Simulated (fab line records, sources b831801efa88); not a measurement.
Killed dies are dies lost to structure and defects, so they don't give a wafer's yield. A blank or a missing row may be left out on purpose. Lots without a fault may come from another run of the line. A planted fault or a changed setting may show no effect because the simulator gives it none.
Which tool did it? | flow sky130 | 13 lots, 39 wafers sampled, at 5 steps of a route of 708

WHAT THE GAUGES READ, wafer by wafer
The record holds no reading of a measuring or inspecting step that can be judged against a usual standard deviation.

WHICH TOOL RAN EACH LOT (tool, then ch and the chambers of the sampled wafers, then the start)
lot  | SKY_CONTACT_HDPCVD_02            | SKY_VIA4_CMP_21               | SKY_METAL5_SPUTTER_02        | SKY_PAD_OPEN_STRIP_08                | SKY_PAD_OPEN_PROBE_99
L516 | hdpcvd-01 ch 1,2, day 30 08:47   | cmp-01 ch 0,2,3, day 42 15:37 | pvd_sputter-04, day 42 15:52 | plasma_asher-02 ch 0,1, day 45 12:16 | prober-02, day 45 14:29
L517 | hdpcvd-02 ch 0,1,2, day 30 15:59 | cmp-02 ch 0,1,2, day 42 23:01 | pvd_sputter-03, day 42 23:13 | plasma_asher-02 ch 0,1, day 45 17:19 | prober-01, day 45 19:38
L519 | hdpcvd-02 ch 0,1, day 31 07:19   | cmp-02 ch 1,3, day 43 14:14   | pvd_sputter-03, day 43 14:34 | plasma_asher-03 ch 0, day 46 08:38   | prober-01, day 46 11:18
L522 | hdpcvd-01 ch 0,1, day 32 19:34   | cmp-02 ch 0,2,3, day 44 17:17 | pvd_sputter-01, day 44 17:29 | plasma_asher-02 ch 0,1, day 47 08:49 | prober-02, day 47 11:02
L523 | hdpcvd-02 ch 1,2, day 33 04:32   | cmp-02 ch 1,3, day 45 01:52   | pvd_sputter-01, day 45 02:13 | plasma_asher-01 ch 0,1, day 47 17:26 | prober-01, day 47 19:42
L525 | hdpcvd-01 ch 0,1,2, day 33 09:44 | cmp-02 ch 0,2,3, day 45 06:21 | pvd_sputter-01, day 45 06:33 | plasma_asher-03 ch 0,1, day 47 20:39 | prober-02, day 47 22:54
L524 | hdpcvd-02 ch 0,2, day 33 10:50   | cmp-01 ch 0,2,3, day 45 08:43 | pvd_sputter-04, day 45 09:01 | plasma_asher-01 ch 0,1, day 47 23:40 | prober-01, day 48 01:56
L528 | hdpcvd-02 ch 1,2, day 34 12:40   | cmp-01 ch 1,2, day 46 04:06   | pvd_sputter-01, day 46 04:27 | plasma_asher-01 ch 0,1, day 48 17:12 | prober-02, day 48 19:31
L532 | hdpcvd-01 ch 0,1, day 35 14:10   | cmp-02 ch 0,2, day 47 00:41   | pvd_sputter-03, day 47 01:02 | plasma_asher-01 ch 1, day 49 10:25   | prober-01, day 49 12:40
L534 | hdpcvd-01 ch 0,1, day 36 08:32   | cmp-01 ch 2,3, day 47 11:41   | pvd_sputter-03, day 47 11:59 | plasma_asher-02 ch 0,1, day 49 20:22 | prober-01, day 49 22:43
L537 | hdpcvd-02 ch 1,2, day 37 17:36   | cmp-01 ch 0,1,3, day 48 13:58 | pvd_sputter-04, day 48 14:13 | plasma_asher-01 ch 1, day 50 16:30   | prober-02, day 50 19:16
L538 | hdpcvd-01 ch 0,1,2, day 37 18:45 | cmp-01 ch 2,3, day 48 14:56   | pvd_sputter-03, day 48 15:14 | plasma_asher-01 ch 0,1, day 50 17:52 | prober-01, day 50 20:05
L539 | hdpcvd-02 ch 0,2, day 37 19:42   | cmp-01 ch 0,1, day 48 16:48   | pvd_sputter-03, day 48 17:05 | plasma_asher-01 ch 0,1, day 50 20:50 | prober-02, day 50 23:09
- SKY_CONTACT_HDPCVD_02: deposits SiO2, target thk 565 nm, time 94.2 s.
- SKY_VIA4_CMP_21: polishes, stops on SiO2, t overpolish 25 s, target thk 0 nm.
- SKY_METAL5_SPUTTER_02: material AlCu, target thk 1150 nm, time 61.2 s.
- SKY_PAD_OPEN_STRIP_08: strips in O2/N2.
- SKY_PAD_OPEN_PROBE_99

WHAT THE TOOLS THEMSELVES READ (means of the sampled wafers that have a number; where no wafer has one, the mark that the record gives instead)
SKY_CONTACT_HDPCVD_02.
lot  | tool      | susceptor_temp_C (C)
L516 | hdpcvd-01 | 600.05
L517 | hdpcvd-02 | 600.34
L519 | hdpcvd-02 | 600.14
L522 | hdpcvd-01 | 600.04
L523 | hdpcvd-02 | 599.93
L525 | hdpcvd-01 | 600.01
L524 | hdpcvd-02 | 600.18
L528 | hdpcvd-02 | 599.93
L532 | hdpcvd-01 | 599.95
L534 | hdpcvd-01 | 599.83
L537 | hdpcvd-02 | 600.05
L538 | hdpcvd-01 | 599.85
L539 | hdpcvd-02 | 599.99

SKY_VIA4_CMP_21.
lot  | tool   | head_pressure_psi (psi) | motor_current_A (A) | overpolish_run_s (s) | time_to_endpoint_s (s)
L516 | cmp-01 | 3.498                   | 11.5                | 25.007               | 121
L517 | cmp-02 | 3.496                   | 11.6                | 24.996               | 134
L519 | cmp-02 | 3.488                   | 9.9                 | 25.003               | 129
L522 | cmp-02 | 3.495                   | 10.4                | 24.995               | 134
L523 | cmp-02 | 3.501                   | 10.0                | 24.988               | 124
L525 | cmp-02 | 3.490                   | 10.7                | 25.003               | 130
L524 | cmp-01 | 3.504                   | 11.9                | 25.000               | 123
L528 | cmp-01 | 3.503                   | 12.3                | 25.000               | 128
L532 | cmp-02 | 3.506                   | 11.6                | 24.995               | 139
L534 | cmp-01 | 3.501                   | 10.8                | 24.999               | 126
L537 | cmp-01 | 3.491                   | 12.3                | 25.003               | 129
L538 | cmp-01 | 3.496                   | 11.0                | 25.002               | 127
L539 | cmp-01 | 3.499                   | 12.7                | 24.993               | 124

SKY_METAL5_SPUTTER_02.
lot  | tool           | throttle_valve_pct (%)
L516 | pvd_sputter-04 | 30.5
L517 | pvd_sputter-03 | 29.3
L519 | pvd_sputter-03 | 29.1
L522 | pvd_sputter-01 | 30.0
L523 | pvd_sputter-01 | 30.0
L525 | pvd_sputter-01 | 28.7
L524 | pvd_sputter-04 | 30.6
L528 | pvd_sputter-01 | 29.9
L532 | pvd_sputter-03 | 28.4
L534 | pvd_sputter-03 | 28.9
L537 | pvd_sputter-04 | 30.2
L538 | pvd_sputter-03 | 30.3
L539 | pvd_sputter-03 | 28.8

SKY_PAD_OPEN_STRIP_08.
lot  | tool            | drypump_motor_current_A (A) | oes_product_au (a.u.) | strip_time_to_endpoint_s (s)
L516 | plasma_asher-02 | 5.4                         | 0.663                 | 37.06
L517 | plasma_asher-02 | 5.4                         | 0.667                 | 37.08
L519 | plasma_asher-03 | 6.0                         | 0.659                 | 36.97
L522 | plasma_asher-02 | 5.2                         | 0.663                 | 36.96
L523 | plasma_asher-01 | 6.3                         | 0.663                 | 37.05
L525 | plasma_asher-03 | 5.8                         | 0.663                 | 37.05
L524 | plasma_asher-01 | 6.3                         | 0.660                 | 37.03
L528 | plasma_asher-01 | 6.3                         | 0.659                 | 37.15
L532 | plasma_asher-01 | 6.3                         | 0.658                 | 37.03
L534 | plasma_asher-02 | 5.1                         | 0.664                 | 36.98
L537 | plasma_asher-01 | 6.3                         | 0.665                 | 37.05
L538 | plasma_asher-01 | 6.3                         | 0.663                 | 37.07
L539 | plasma_asher-01 | 6.2                         | 0.663                 | 37.13

SKY_PAD_OPEN_PROBE_99.
lot  | tool      | killed_at_M0_to_M3 | killed_at_M4_up | killed_at_contacts | killed_at_front_end | killed_at_other | killed_dies | killed_open | killed_short
L516 | prober-02 | 39                 | 3.0             | 19                 | 14                  | 1.0             | 76          | 39          | 36
L517 | prober-01 | 44                 | 4.3             | 28                 | 15                  | 0.0             | 91          | 54          | 37
L519 | prober-01 | 49                 | 3.3             | 22                 | 16                  | 0.3             | 90          | 50          | 39
L522 | prober-02 | 36                 | 1.3             | 21                 | 18                  | 0.0             | 76          | 47          | 29
L523 | prober-01 | 44                 | 3.3             | 64                 | 15                  | 0.0             | 127         | 47          | 38
L525 | prober-02 | 44                 | 2.3             | 19                 | 21                  | 0.0             | 87          | 51          | 35
L524 | prober-01 | 37                 | 5.3             | 76                 | 13                  | 0.0             | 131         | 42          | 37
L528 | prober-02 | 53                 | 1.3             | 63                 | 14                  | 0.0             | 132         | 50          | 43
L532 | prober-01 | 36                 | 3.0             | 29                 | 18                  | 0.7             | 86          | 46          | 39
L534 | prober-01 | 43                 | 2.3             | 22                 | 12                  | 1.7             | 81          | 45          | 35
L537 | prober-02 | 34                 | 3.0             | 28                 | 19                  | 0.0             | 85          | 50          | 35
L538 | prober-01 | 39                 | 2.3             | 28                 | 14                  | 0.3             | 84          | 47          | 37
L539 | prober-02 | 42                 | 4.3             | 25                 | 17                  | 0.0             | 88          | 50          | 38

THE ANSWER, worked out from the rows above alone
Rule: what is usual is taken from the lots themselves. Put in order of their means at a reading, lots are off if they are a third of the lots or fewer, leave a main group of 4 or more, and stand apart from it by a gap of 3 or more times the standard deviation of the main group's means; of several such gaps the widest counts. A main group whose means are all the same, to the digits that the tables above print for the reading, isn't used. A lot without any number at a reading at which 4 lots or more have one is off too. The other lots that the step has rows for count as sound. The gauges are gone through in route order, then the tools' own readings, and for those a lot's mean is taken as printed above. The first step at which some lot is off is used, and at that step the reading that is off furthest; a lot without a number counts as furthest.
Off: L523, L524, L528, at SKY_PAD_OPEN_PROBE_99 (killed_at_contacts). The main group: mean 24, standard deviation 3.8.
A tool fits if, at that step or a process step before it, it ran every lot that is off, and no sound lot after the first of them. None of those tried fits.

WHAT THE SIMULATOR HAD PUT IN
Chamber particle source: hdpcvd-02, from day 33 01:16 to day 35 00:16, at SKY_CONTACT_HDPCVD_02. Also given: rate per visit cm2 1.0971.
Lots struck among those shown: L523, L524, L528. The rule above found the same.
